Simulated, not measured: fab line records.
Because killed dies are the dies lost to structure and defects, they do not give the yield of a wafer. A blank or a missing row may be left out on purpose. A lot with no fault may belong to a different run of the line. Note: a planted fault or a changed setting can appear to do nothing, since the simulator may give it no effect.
8D (eight disciplines) problem report, filled in by code | flow gf180mcu | the parts of the form that need people (team, actions taken, sign-off) are left out

## 1. WHAT IS WRONG
Mean MIM_CVD_05_THK at GF_MIM_THK_MEAS_06: 35.0 nm over 2 wafers in 2 lots; fault-free wafers: 41.8 nm, standard deviation 0.65. Relative to the usual mean, that is a shift of -11 standard deviations.
Seen first at day 29 01:40 on film metro-03, wafer L457.2. Wafers with a number at this step in the record: 35, from 13 lots. Rule for "out", or "out of limits": more than 4 standard deviations from the usual mean. All remaining wafers that have a number are taken as sound.

## 2. WHAT THIS IS AND IS NOT
question                    | is                           | is not
which readings at this step | MIM_CVD_05_THK               | -
which lots                  | L457, L461                   | L443, L447, L448, L449, L451, L452, L454, L456, L463, L465, L466
which wafers of those lots  | all that have a number       | -
read on which gauges        | film metro-03, film metro-04 | film metro-01
when                        | from day 29 01:40            | up to then (24 sound wafers); but 9 sound wafers of L463, L465, L466 came after

## 3. SUSPECTS, AND WHAT RULES EACH OUT
Counting: any tool at a process step up to the reading is kept as a suspect provided that every lot that is out went through it and no sound lot did after the first of them.
- the gauge at GF_MIM_THK_MEAS_06: ruled out. Those wafers that are out were read across 2 gauges (film metro-03, film metro-04).
- cmp-01 at GF_V3_CMP_04 (polishes SiO2): ruled out as a lasting fault. After its first lot that is out, L457 (day 26 10:00), sound lots L463 ran on it.
- pecvd-03 at GF_MIM_CVD_05 (deposits Si3N4, target thk 42 nm, time 29.086 s): kept. Every lot that is out went through it, starting with L457 (day 29 01:38), and after that it ran no sound lot; the last sound lot it ran before then is L456 (day 28 16:01). Its own run length s readings are out on those wafers.
Left after counting: pecvd-03 at GF_MIM_CVD_05.

## 4. THE CAUSE (what the simulator had put in)
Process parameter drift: pecvd-03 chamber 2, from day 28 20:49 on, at GF_MIM_CVD_05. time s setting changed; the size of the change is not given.
After counting, this tool was the only one left.

## 5. THE EFFECT CHAIN, in route order
Each row: a reading where the mean over the struck wafers with a number is more than 3 standard deviations away from the usual. Readings are gone through only where the record gives a usual standard deviation; hours: the median, over the lots, of the time from a lot's start at the first step in this table giving one to that lot's start at this step; sigmas: the change measured in usual standard deviations.
hours | step               | reading        | usual   | on struck wafers | change | sigmas
0     | GF_MIM_CVD_05      | run length s   | 57.3 s  | 51.6             | -5.6   | -9.9
0     | GF_MIM_THK_MEAS_06 | MIM_CVD_05_THK | 41.8 nm | 35.0             | -6.8   | -11
The process steps in it:
- GF_MIM_CVD_05: deposits Si3N4, target thk 42 nm, time 29.086 s.
Readings that are blank on the struck wafers while sound wafers have them: susceptor temp C at GF_MIM_CVD_05.

## 6. WHAT WOULD HAVE CAUGHT IT SOONER
Counted from the fault's start at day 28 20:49, it took 5 hours until the first out-of-limits reading at a measuring or inspecting step in this record, taken at day 29 01:40.
The tool's own readings at GF_MIM_CVD_05 were out on every struck wafer that the step has a row for (run length s): an alarm limit on them would have fired on the first of those.
L461, from the lots that are out (2), started GF_MIM_CVD_05 on pecvd-03 later than day 29 01:40. A tool hold placed at that time would have kept it from harm.
